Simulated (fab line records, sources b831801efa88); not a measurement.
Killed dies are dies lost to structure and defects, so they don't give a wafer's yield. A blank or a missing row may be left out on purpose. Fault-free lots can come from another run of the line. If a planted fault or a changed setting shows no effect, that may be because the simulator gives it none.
fab line records	flow gf180mcu
[record] lots = 12	wafers = 36	lastDay = 34
route steps=602 shown HV_LDD@195 PSD@261 NSD@262 M1@320
lots untouched by any fault: they come from a run of this same line in which no faults occurred
startH: start of the lot's first displayed wafer, in hours after the record's first day	waitH: time in hours since the lot's previous step	" as in the row above	L1.1+2: several wafers, shown together as one row	- no value, or no start given	* or withheld: withheld	< > ~ a bound
route shown NAME@n: NAME is a module with steps in the file, n the number in the route of the first one	usual: average and standard deviation across the fault-free wafers	same: alike in all rows	chamber/n: place in a boat	sites: per-site readings	_std_site: how widely they spread, as a standard deviation	_edge_site: mean of outer sites minus mean of inner sites	radiusMm: how far each site lies from the wafer's centre	mask NAME#n: copy n	behind: the most recent tool/chamber to have shaped the wafer	hold: what put the lot on hold/how long, in hours/how the hold closed	device: transistor that didn't switch, given as n, p or np	end of line: the route-end tests of the same wafers	a step without rows: its recipe alone	killed: not the wafer's yield, but the dies lost to structure and defects at the first sort	map: a wafer's dies, x killed, . not, _ none there
set.NAME: the run value of the setting; set.NAME@STEP: its run value at that earlier step	model.NAME: the simulator's own value behind a step, which no gauge read
route steps across a sampled set of lots; one table per step, one row per wafer
services: from which hour (startH, from the record's first day; less than 0 if before it) a tool's chamber was out of use, for how many hours, and why
[[steps]]
[step GF_HV_LDD_CD_MEAS_19]
[recipe] targetCdNm = 400
[usual] cdNm = 399.5/2
lot.wafer	tool	chamber	startH	waitH	cdNm
L648.1	cdSem-02	-	247.47	0.1	396.2
L648.2	"	-	"	"	398.1
L648.5	"	-	"	"	397.7
L651.1	cdSem-02	-	267.79	0.1	398.5
L651.4	"	-	"	"	401.0
L651.6	"	-	"	"	398.2
L652.3	cdSem-02	-	270.11	0.1	399.2
L652.4	"	-	"	"	399.3
L652.5	"	-	"	"	399.5
L653.1	cdSem-01	-	279.72	0.1	399.8
L653.5	"	-	"	"	400.2
L653.6	"	-	"	"	399.6
L654.2	cdSem-02	-	286.36	0.1	399.1
L654.3	"	-	"	"	399.8
L654.4	"	-	"	"	397.0
L658.1	cdSem-02	-	320.03	0.1	397.4
L658.4	"	-	"	"	396.7
L658.6	"	-	"	"	397.8
L659.1	cdSem-02	-	328.87	0.1	402.2
L659.3	"	-	"	"	400.9
L659.6	"	-	"	"	401.2
L662.2	cdSem-02	-	347.15	0.1	401.8
L662.4	"	-	"	"	403.1
L662.5	"	-	"	"	402.6
L666.2	cdSem-02	-	383.54	0.1	398.3
L666.3	"	-	"	"	400.4
L666.5	"	-	"	"	396.2
L667.1	cdSem-01	-	387.47	0.1	402.9
L667.2	"	-	"	"	402.4
L667.4	"	-	"	"	405.3
L668.1	cdSem-01	-	395.32	0.1	399.9
L668.2	"	-	"	"	398.8
L668.4	"	-	"	"	399.0
L669.2	cdSem-02	-	403.29	0.1	395.2
L669.3	"	-	"	"	396.9
L669.6	"	-	"	"	397.3
[step GF_PSD_RTA_13]
[recipe] tempC = 1025	timeS = 20	ambient = N2
[usual] lampPowerPct = 29/3.9	runLengthS = 48.9/0.72	wafer_temp_C_max = 1030.4/1.3
lot.wafer	tool	chamber	startH	waitH	lampPowerPct	runLengthS	wafer_temp_C_max
L648.1	rtpAnneal-01	0	331.91	0.0	26	48.3	1030.0
L648.2	"	0	"	"	26	48.4	1030.8
L648.5	"	0	"	"	26	48.7	1029.5
L651.1	rtpAnneal-01	0	355.06	0.0	26	48.4	1031.3
L651.4	"	0	"	"	26	48.4	1029.2
L651.6	"	0	"	"	26	48.7	1032.3
L652.3	rtpAnneal-02	0	357.02	0.0	33	48.9	1031.6
L652.4	"	0	"	"	33	48.6	1031.5
L652.5	"	0	"	"	34	48.8	1030.2
L653.1	rtpAnneal-01	0	368.63	0.0	26	48.3	1029.5
L653.5	"	0	"	"	26	48.2	1030.0
L653.6	"	0	"	"	26	48.4	1029.2
L654.2	rtpAnneal-02	0	375.10	0.0	33	48.6	1029.6
L654.3	"	0	"	"	34	49.2	1032.0
L654.4	"	0	"	"	33	48.8	1033.1
L658.1	rtpAnneal-01	0	414.04	0.0	26	45.5	1029.2
L658.4	"	0	"	"	25	45.3	1028.1
L658.6	"	0	"	"	26	45.3	1029.0
L659.1	rtpAnneal-01	0	423.43	0.0	25	45.5	1029.1
L659.3	"	0	"	"	26	45.5	1030.3
L659.6	"	0	"	"	26	45.2	1027.8
L662.2	rtpAnneal-02	0	445.35	0.0	33	48.8	1030.3
L662.4	"	0	"	"	33	48.8	1030.8
L662.5	"	0	"	"	33	48.6	1029.8
L666.2	rtpAnneal-01	0	485.17	0.0	26	48.2	1029.5
L666.3	"	0	"	"	26	48.7	1028.9
L666.5	"	0	"	"	26	48.8	1029.0
L667.1	rtpAnneal-02	0	487.46	0.0	33	48.5	1030.4
L667.2	"	0	"	"	34	48.9	1031.6
L667.4	"	0	"	"	34	48.7	1030.8
L668.1	rtpAnneal-02	0	496.71	0.0	34	49.0	1032.0
L668.2	"	0	"	"	33	48.9	1031.1
L668.4	"	0	"	"	34	48.7	1030.8
L669.2	rtpAnneal-02	0	504.89	0.0	33	48.9	1031.5
L669.3	"	0	"	"	33	48.8	1030.4
L669.6	"	0	"	"	33	49.1	1033.5
[step GF_PSD_RS_MEAS_14]
[recipe] thkMeasGauge = four-point-probe
[usual] NSD_RS = 46.08/0.081
lot.wafer	tool	chamber	startH	waitH	NSD_RS[ohm/sq]
L648.1	filmMetro-04	-	331.99	0.1	46.15
L648.2	"	-	"	"	46.14
L648.5	"	-	"	"	46.06
L651.1	filmMetro-03	-	355.14	0.1	46.15
L651.4	"	-	"	"	46.05
L651.6	"	-	"	"	46.04
L652.3	filmMetro-04	-	357.11	0.1	46.08
L652.4	"	-	"	"	46.05
L652.5	"	-	"	"	45.99
L653.1	filmMetro-03	-	368.71	0.1	46.19
L653.5	"	-	"	"	46.25
L653.6	"	-	"	"	46.09
L654.2	filmMetro-03	-	375.19	0.1	46.15
L654.3	"	-	"	"	46.23
L654.4	"	-	"	"	46.11
L658.1	filmMetro-04	-	414.21	0.1	47.41
L658.4	"	-	"	"	47.42
L658.6	"	-	"	"	47.44
L659.1	filmMetro-03	-	423.59	0.1	47.49
L659.3	"	-	"	"	47.52
L659.6	"	-	"	"	47.48
L662.2	filmMetro-03	-	445.44	0.1	46.10
L662.4	"	-	"	"	45.98
L662.5	"	-	"	"	45.95
L666.2	filmMetro-02	-	485.26	0.1	46.11
L666.3	"	-	"	"	46.08
L666.5	"	-	"	"	46.02
L667.1	filmMetro-03	-	487.54	0.1	46.12
L667.2	"	-	"	"	46.16
L667.4	"	-	"	"	46.25
L668.1	filmMetro-02	-	496.79	0.1	46.01
L668.2	"	-	"	"	46.17
L668.4	"	-	"	"	46.18
L669.2	filmMetro-03	-	504.98	0.1	46.21
L669.3	"	-	"	"	46.25
L669.6	"	-	"	"	46.18
[step GF_PSD_RS_MEAS_15]
[recipe] thkMeasGauge = four-point-probe
[usual] PSD_RS = 108.45/0.25
lot.wafer	tool	chamber	startH	waitH	PSD_RS[ohm/sq]
L648.1	filmMetro-04	-	332.11	0.1	108.82
L648.2	"	-	"	"	108.69
L648.5	"	-	"	"	108.53
L651.1	filmMetro-03	-	355.26	0.1	108.70
L651.4	"	-	"	"	108.38
L651.6	"	-	"	"	108.42
L652.3	filmMetro-04	-	357.23	0.1	108.29
L652.4	"	-	"	"	108.70
L652.5	"	-	"	"	108.30
L653.1	filmMetro-03	-	368.83	0.1	108.57
L653.5	"	-	"	"	108.79
L653.6	"	-	"	"	108.54
L654.2	filmMetro-03	-	375.31	0.1	108.41
L654.3	"	-	"	"	108.47
L654.4	"	-	"	"	108.38
L658.1	filmMetro-04	-	414.33	0.1	112.18
L658.4	"	-	"	"	112.31
L658.6	"	-	"	"	112.36
L659.1	filmMetro-03	-	423.71	0.1	111.95
L659.3	"	-	"	"	112.36
L659.6	"	-	"	"	112.01
L662.2	filmMetro-03	-	445.56	0.1	108.93
L662.4	"	-	"	"	109.00
L662.5	"	-	"	"	108.83
L666.2	filmMetro-02	-	485.38	0.1	108.27
L666.3	"	-	"	"	108.36
L666.5	"	-	"	"	108.18
L667.1	filmMetro-03	-	487.66	0.1	108.52
L667.2	"	-	"	"	108.74
L667.4	"	-	"	"	108.62
L668.1	filmMetro-02	-	496.91	0.1	108.18
L668.2	"	-	"	"	108.73
L668.4	"	-	"	"	108.30
L669.2	filmMetro-03	-	505.10	0.1	108.74
L669.3	"	-	"	"	108.40
L669.6	"	-	"	"	108.80
[step GF_M1_RS_MEAS_05]
[recipe] thkMeasGauge = four-point-probe	reads = TiN_of_M1_SPUTTER_04+Ti_of_M1_SPUTTER_03+AlCu_of_M1_SPUTTER_02+TiN_of_M1_SPUTTER_01+Ti_of_M1_SPUTTER_00
[usual] M1_ALCU_RS = 0.0694/0.0006
lot.wafer	tool	chamber	startH	waitH	M1_ALCU_RS[ohm/sq]
L648.1	filmMetro-04	-	378.61	0.1	0.0704
L648.2	"	-	"	"	0.0707
L648.5	"	-	"	"	0.0706
L651.1	filmMetro-04	-	403.49	0.0	0.0688
L651.4	"	-	"	"	0.0681
L651.6	"	-	"	"	0.0681
L652.3	filmMetro-02	-	405.38	0.1	0.0690
L652.4	"	-	"	"	0.0690
L652.5	"	-	"	"	0.0686
L653.1	filmMetro-02	-	418.34	0.0	0.0692
L653.5	"	-	"	"	0.0691
L653.6	"	-	"	"	0.0692
L654.2	filmMetro-04	-	425.16	0.0	0.0689
L654.3	"	-	"	"	0.0692
L654.4	"	-	"	"	0.0686
L658.1	filmMetro-03	-	466.85	0.0	0.0694
L658.4	"	-	"	"	0.0697
L658.6	"	-	"	"	0.0696
L659.1	filmMetro-04	-	476.09	0.0	0.0692
L659.3	"	-	"	"	0.0697
L659.6	"	-	"	"	0.0697
L662.2	filmMetro-03	-	496.89	0.0	0.0697
L662.4	"	-	"	"	0.0692
L662.5	"	-	"	"	0.0693
L666.2	filmMetro-04	-	535.45	0.0	0.0697
L666.3	"	-	"	"	0.0695
L666.5	"	-	"	"	0.0701
L667.1	filmMetro-03	-	537.99	0.0	0.0690
L667.2	"	-	"	"	0.0693
L667.4	"	-	"	"	0.0693
L668.1	filmMetro-03	-	546.54	0.0	0.0698
L668.2	"	-	"	"	0.0700
L668.4	"	-	"	"	0.0695
L669.2	filmMetro-03	-	553.87	0.0	0.0692
L669.3	"	-	"	"	0.0687
L669.6	"	-	"	"	0.0685
[step GF_M1_METAL_ETCH_16]
[recipe] chemistry = Cl2/BCl3	maskMaterial = KrF	targetDepthNm = 750.8	stopOn = SiO2	pressureMtorr = 8	icpW = 800	biasW = 140	Cl2_flow_sccm = 80	bcl3FlowSccm = 40	timeS = 125.1
[usual] drypumpMotorCurrentA = 5.79/0.29	oesProductAu = 0.990/0.0057	throttleValvePct = 28.230/0.011
lot.wafer	tool	chamber	startH	waitH	drypumpMotorCurrentA	oesProductAu	rfHoursCounterH	throttleValvePct
L648.1	rieMetal-03	1	402.48	0.0	5.82	0.987	9	28.225
L648.2	"	0	"	"	6.16	0.984	11	28.227
L648.5	"	0	"	"	6.13	0.986	-	28.245
L651.1	rieMetal-04	1	427.12	0.0	5.38	0.987	12	28.232
L651.4	"	1	"	"	5.38	0.991	-	28.247
L651.6	"	1	"	"	5.37	0.986	-	28.239
L652.3	rieMetal-03	1	429.23	0.1	5.86	0.990	-	28.255
L652.4	"	0	"	"	6.14	0.984	-	28.250
L652.5	"	1	"	"	5.84	0.981	-	28.210
L653.1	rieMetal-03	0	442.73	0.0	6.17	0.987	12	28.238
L653.5	"	1	"	"	5.84	0.989	-	28.224
L653.6	"	0	"	"	6.15	0.990	-	28.220
L654.2	rieMetal-04	0	450.51	0.1	5.65	1.006	-	28.214
L654.3	"	0	"	"	5.64	0.994	-	28.226
L654.4	"	0	"	"	5.66	0.994	-	28.211
L658.1	rieMetal-04	1	490.92	0.0	5.37	0.984	1	28.246
L658.4	"	0	"	"	5.67	0.992	-	28.221
L658.6	"	0	"	"	5.68	0.989	-	28.216
L659.1	rieMetal-03	0	500.62	0.0	6.15	0.987	1	28.240
L659.3	"	1	"	"	5.82	0.993	-	28.238
L659.6	"	0	"	"	6.12	0.990	-	28.243
L662.2	rieMetal-01	0	520.01	0.0	6.19	0.991	6	28.223
L662.4	"	1	"	"	5.57	0.993	-	28.219
L662.5	"	1	"	"	5.60	0.997	-	28.223
L666.2	rieMetal-03	0	558.36	0.1	6.14	0.983	-	28.232
L666.3	"	0	"	"	6.13	0.980	-	28.244
L666.5	"	0	"	"	6.15	0.986	-	28.248
L667.1	rieMetal-04	0	560.16	0.0	5.68	0.995	7	28.219
L667.2	"	1	"	"	5.38	0.996	2	28.223
L667.4	"	0	"	"	5.67	0.997	-	28.236
L668.1	rieMetal-04	0	568.71	0.0	5.66	0.994	8	28.224
L668.2	"	1	"	"	5.36	0.991	3	28.234
L668.4	"	0	"	"	5.66	0.997	-	28.225
L669.2	rieMetal-03	0	575.87	0.1	6.16	0.991	-	28.233
L669.3	"	0	"	"	6.15	0.988	-	28.236
L669.6	"	0	"	"	6.14	0.986	-	28.240
[[services]]
tool	chamber	startH	hours	kind
rieMetal-04	1	312.89	6.3	repair
rieMetal-01	-	389.05	2.8	pm
rieMetal-03	-	390.05	0.3	repair
rieMetal-04	1	443.29	-	clean
rieMetal-04	1	443.29	15.4	scheduledDown
rieMetal-04	1	443.29	15.4	ventCycle
rieMetal-03	0	452.51	-	clean
rieMetal-03	0	452.51	15.1	scheduledDown
rieMetal-03	0	452.51	15.1	ventCycle
rieMetal-01	1	487.43	-	clean
rieMetal-01	1	487.43	17.0	scheduledDown
rieMetal-01	1	487.43	17.0	ventCycle
rieMetal-03	-	516.10	0.7	repair
rtpAnneal-02	-	517.60	4.8	pm
rieMetal-03	-	522.29	0.5	repair
rieMetal-03	1	556.47	-	clean
rieMetal-03	1	556.47	12.2	scheduledDown
rieMetal-03	1	556.47	12.2	ventCycle
rieMetal-03	1	575.46	9.6	repair
[[key]]
[firstSign] step = GF_PSD_RTA_13	reading = runLengthS	direction = down	sigmas = 4.9	usual = *	struck = *
[effect] step = GF_PSD_RS_MEAS_14	reading = NSD_RS	direction = up	sigmas = 17	usual = 46.08	struck = 47.46
[effect] step = GF_PSD_RS_MEAS_15	reading = PSD_RS	direction = up	sigmas = 15	usual = 108.45	struck = 112.20
metAt GF_PSD_RTA_13
struckLots L658,L659
testerLeftOut L658,L659
notActingAt GF_HV_LDD_CD_MEAS_19,GF_M1_RS_MEAS_05,GF_M1_METAL_ETCH_16
onsetBetween 368.63 414.04
[fault] kind = processParameterDrift	tool = rtpAnneal-01	chamber = -	onsetH = 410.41	steps = GF_PSD_RTA_13	channel = timeS	offset = *	shape = step	endH = 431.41	actsIn = *	stated = *
// testerLeftOut: of these lots the tester's yield and bins aren't shown, on N5 and GAA mostly nor the transistor test; their killed dies are dies lost to structure and defects alone, not to doping, threshold or leakage, so they don't give the yield
